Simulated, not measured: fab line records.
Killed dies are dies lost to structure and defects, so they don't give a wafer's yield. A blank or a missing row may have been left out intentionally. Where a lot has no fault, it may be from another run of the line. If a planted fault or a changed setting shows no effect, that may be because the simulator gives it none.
Which tool was responsible? | flow sfq line | 14 lots with 42 wafers sampled at 5 steps, on a route of 325 steps

WHAT THE GAUGES READ, wafer by wafer
No reading from a measuring or inspecting step in the record can be judged against a usual standard deviation.

EACH LOT AND THE TOOL THAT RAN IT (in order: tool; ch and the chambers of the sampled wafers; start)
lot  | SFQ_TRILAYER_I0_DEP_PECVD_027   | SFQ_TRILAYER_I0_CMP_CMP_028   | SFQ_TRILAYER_M1_BARC_OPEN_METAL_ETCH_054 | SFQ_TRILAYER_I1_VIA_STRIP_STRIP_053 | SFQ_TRILAYER_M2_DEP_SPUTTER_055
L421 | pecvd-02 ch 0,1,2, day 14 02:47 | cmp-02 ch 0,1,2, day 14 02:52 | rie metal-01 ch 0,1, day 26 13:02        | rie metal-03 ch 0,1, day 33 03:15   | pvd sputter-04, day 33 04:04
L423 | pecvd-04 ch 1,2, day 14 12:51   | cmp-02 ch 0,1, day 14 14:48   | rie metal-01 ch 0,1, day 27 05:50        | rie metal-03 ch 0,1, day 33 21:28   | pvd sputter-03, day 33 22:26
L424 | pecvd-02 ch 0,1, day 14 22:01   | cmp-02 ch 0,2,3, day 15 00:18 | rie metal-04 ch 0,1, day 27 17:50        | rie metal-03 ch 0,1, day 34 10:28   | pvd sputter-04, day 34 11:16
L425 | pecvd-04 ch 0,1, day 15 04:37   | cmp-01 ch 0,3, day 15 07:50   | rie metal-04 ch 0,1, day 28 07:11        | rie metal-02 ch 0,1, day 35 03:28   | pvd sputter-04, day 35 04:04
L427 | pecvd-01 ch 0,1,2, day 15 20:02 | cmp-01 ch 1,2, day 15 20:07   | rie metal-04 ch 0,1, day 29 07:10        | rie metal-02 ch 1, day 36 04:25     | pvd sputter-04, day 36 05:13
L429 | pecvd-02 ch 1,2, day 17 04:51   | cmp-02 ch 1,3, day 17 05:23   | rie metal-03 ch 0,1, day 30 13:11        | rie metal-01 ch 0,1, day 37 09:25   | pvd sputter-03, day 37 10:01
L430 | pecvd-02 ch 1,2, day 17 08:25   | cmp-02 ch 0,1,3, day 17 08:32 | rie metal-01 ch 0,1, day 30 22:46        | rie metal-01 ch 0,1, day 37 17:37   | pvd sputter-04, day 37 18:37
L431 | pecvd-02 ch 1,2, day 17 15:39   | cmp-01 ch 0,2,3, day 17 18:32 | rie metal-03 ch 0,1, day 31 06:35        | rie metal-02 ch 0,1, day 38 01:01   | pvd sputter-04, day 38 01:37
L432 | pecvd-04 ch 1,2, day 18 00:01   | cmp-02 ch 1,3, day 18 04:37   | rie metal-03 ch 0,1, day 31 16:11        | rie metal-01 ch 0,1, day 38 10:44   | pvd sputter-06, day 38 11:33
L440 | pecvd-04 ch 0,1, day 21 05:45   | cmp-02 ch 2,3, day 21 13:07   | rie metal-03 ch 0,1, day 35 01:55        | rie metal-03 ch 0,1, day 41 13:22   | pvd sputter-06, day 41 14:10
L441 | pecvd-01 ch 1,2, day 21 09:54   | cmp-01 ch 2,3, day 21 13:58   | rie metal-03 ch 0,1, day 35 05:32        | rie metal-02 ch 0,1, day 41 15:58   | pvd sputter-04, day 41 16:34
L442 | pecvd-04 ch 0,1,2, day 21 15:59 | cmp-01 ch 0,2,3, day 21 19:58 | rie metal-04 ch 1, day 35 15:08          | rie metal-01 ch 0,1, day 42 04:02   | pvd sputter-06, day 42 04:50
L443 | pecvd-02 ch 0,1, day 21 23:11   | cmp-01 ch 1,2,3, day 22 03:28 | rie metal-04 ch 0,1, day 35 21:07        | rie metal-02 ch 1, day 42 13:22     | pvd sputter-06, day 42 14:46
L444 | pecvd-02 ch 1,2, day 22 07:35   | cmp-02 ch 1,2, day 22 08:54   | rie metal-03 ch 0,1, day 36 05:27        | rie metal-02 ch 1, day 42 20:34     | pvd sputter-04, day 42 21:58
- SFQ_TRILAYER_I0_DEP_PECVD_027: deposits SiO2 from SiH4/N2O, time 111.11 s, target thk 500 nm.
- SFQ_TRILAYER_I0_CMP_CMP_028: polishes SiO2.
- SFQ_TRILAYER_M1_BARC_OPEN_METAL_ETCH_054: etches BARC in O2, target depth 125 nm, time 41.7 s.
- SFQ_TRILAYER_I1_VIA_STRIP_STRIP_053: strips in O2.
- SFQ_TRILAYER_M2_DEP_SPUTTER_055: material Nb, target thk 200 nm, time 133.3 s.

AS READ BY THE TOOLS THEMSELVES (means over the sampled wafers that have a number; for cases with no such wafer, the mark the record gives instead)
SFQ_TRILAYER_I0_DEP_PECVD_027.
lot  | tool     | heater power w (W) | rf fwd power W (W) | showerhead vpp V (V) | throttle valve pct (%)
L421 | pecvd-02 | 84                 | 182.3              | 848                  | 24.2
L423 | pecvd-04 | 76                 | 182.2              | 838                  | 23.4
L424 | pecvd-02 | 89                 | 181.9              | 833                  | 24.5
L425 | pecvd-04 | 97                 | 182.3              | 798                  | 23.1
L427 | pecvd-01 | 66                 | 182.3              | 838                  | 25.5
L429 | pecvd-02 | 79                 | 182.4              | 844                  | 23.9
L430 | pecvd-02 | 88                 | 157.5              | 791                  | 23.8
L431 | pecvd-02 | 88                 | 157.4              | 789                  | 23.9
L432 | pecvd-04 | 70                 | 181.9              | 832                  | 23.7
L440 | pecvd-04 | 97                 | 181.8              | 817                  | 23.5
L441 | pecvd-01 | 72                 | 183.3              | 839                  | 25.2
L442 | pecvd-04 | 88                 | 182.0              | 811                  | 23.7
L443 | pecvd-02 | 89                 | 182.9              | 846                  | 24.9
L444 | pecvd-02 | 84                 | 182.5              | 833                  | 24.9

SFQ_TRILAYER_I0_CMP_CMP_028.
lot  | tool   | motor current A (A) | time to endpoint s (s)
L421 | cmp-02 | 9.7                 | 222
L423 | cmp-02 | 10.1                | 224
L424 | cmp-02 | 10.2                | 224
L425 | cmp-01 | 9.8                 | 221
L427 | cmp-01 | 11.5                | 219
L429 | cmp-02 | 11.2                | 213
L430 | cmp-02 | 10.6                | 195
L431 | cmp-01 | 10.4                | 194
L432 | cmp-02 | 11.6                | 211
L440 | cmp-02 | 10.9                | 215
L441 | cmp-01 | 10.5                | 212
L442 | cmp-01 | 10.5                | 207
L443 | cmp-01 | 10.6                | 210
L444 | cmp-02 | 10.3                | 217

SFQ_TRILAYER_M1_BARC_OPEN_METAL_ETCH_054.
lot  | tool         | drypump motor current A (A) | oes product au (a.u.)
L421 | rie metal-01 | 5.5                         | 0.685
L423 | rie metal-01 | 5.7                         | 0.683
L424 | rie metal-04 | 5.8                         | 0.681
L425 | rie metal-04 | 5.8                         | 0.687
L427 | rie metal-04 | 5.8                         | 0.688
L429 | rie metal-03 | 5.0                         | 0.684
L430 | rie metal-01 | 5.7                         | 0.687
L431 | rie metal-03 | 5.3                         | 0.684
L432 | rie metal-03 | 5.1                         | 0.684
L440 | rie metal-03 | 5.3                         | 0.686
L441 | rie metal-03 | 5.3                         | 0.686
L442 | rie metal-04 | 6.2                         | 0.684
L443 | rie metal-04 | 5.8                         | 0.689
L444 | rie metal-03 | 5.1                         | 0.684

SFQ_TRILAYER_I1_VIA_STRIP_STRIP_053.
lot  | tool         | drypump motor current A (A) | oes product au (a.u.)
L421 | rie metal-03 | 5.1                         | 0.997
L423 | rie metal-03 | 5.3                         | 0.999
L424 | rie metal-03 | 5.3                         | 0.991
L425 | rie metal-02 | 6.2                         | 1.010
L427 | rie metal-02 | 6.3                         | 1.007
L429 | rie metal-01 | 5.6                         | 1.000
L430 | rie metal-01 | 5.6                         | 1.002
L431 | rie metal-02 | 6.2                         | 1.005
L432 | rie metal-01 | 5.6                         | 1.007
L440 | rie metal-03 | 5.1                         | 0.992
L441 | rie metal-02 | 6.2                         | 1.000
L442 | rie metal-01 | 5.5                         | 0.990
L443 | rie metal-02 | 6.3                         | 1.003
L444 | rie metal-02 | 6.3                         | 1.004

SFQ_TRILAYER_M2_DEP_SPUTTER_055.
lot  | tool           | throttle valve pct (%)
L421 | pvd sputter-04 | 29.6
L423 | pvd sputter-03 | 29.9
L424 | pvd sputter-04 | 29.3
L425 | pvd sputter-04 | 28.6
L427 | pvd sputter-04 | 29.5
L429 | pvd sputter-03 | 29.2
L430 | pvd sputter-04 | 29.4
L431 | pvd sputter-04 | 29.4
L432 | pvd sputter-06 | 29.5
L440 | pvd sputter-06 | 30.6
L441 | pvd sputter-04 | 29.1
L442 | pvd sputter-06 | 29.5
L443 | pvd sputter-06 | 29.6
L444 | pvd sputter-04 | 29.0

THE ANSWER, worked out from the rows above alone
Rule: usual is defined by the lots themselves. The widest of any qualifying gaps counts: lots, ordered by their means at a reading, are off when they make up no more than a third of the lots, leave a main group of 4 or more, and stand apart from it by 3 or more times the standard deviation of that group's means. If all means in a main group match to the digits the tables above print for the reading, that group is not used. A lot without any number at a reading at which 4 lots or more have one is off too. The other lots that the step has rows for count as sound. Order of review: gauges by route order, followed by the tools' own readings, for which a lot's mean as printed above is used. The first step at which some lot is off is used, and at that step the reading that is off furthest; a lot without a number counts as furthest.
Off: L430, L431 (SFQ_TRILAYER_I0_DEP_PECVD_027, rf fwd power W). The main group has a mean of 182.3 W with a standard deviation of 0.42.
A tool fits if, at that step or a process step before it, it ran every lot that is off, and no sound lot after the first of them. No candidate that was tried fits.

WHAT THE SIMULATOR HAD INSERTED
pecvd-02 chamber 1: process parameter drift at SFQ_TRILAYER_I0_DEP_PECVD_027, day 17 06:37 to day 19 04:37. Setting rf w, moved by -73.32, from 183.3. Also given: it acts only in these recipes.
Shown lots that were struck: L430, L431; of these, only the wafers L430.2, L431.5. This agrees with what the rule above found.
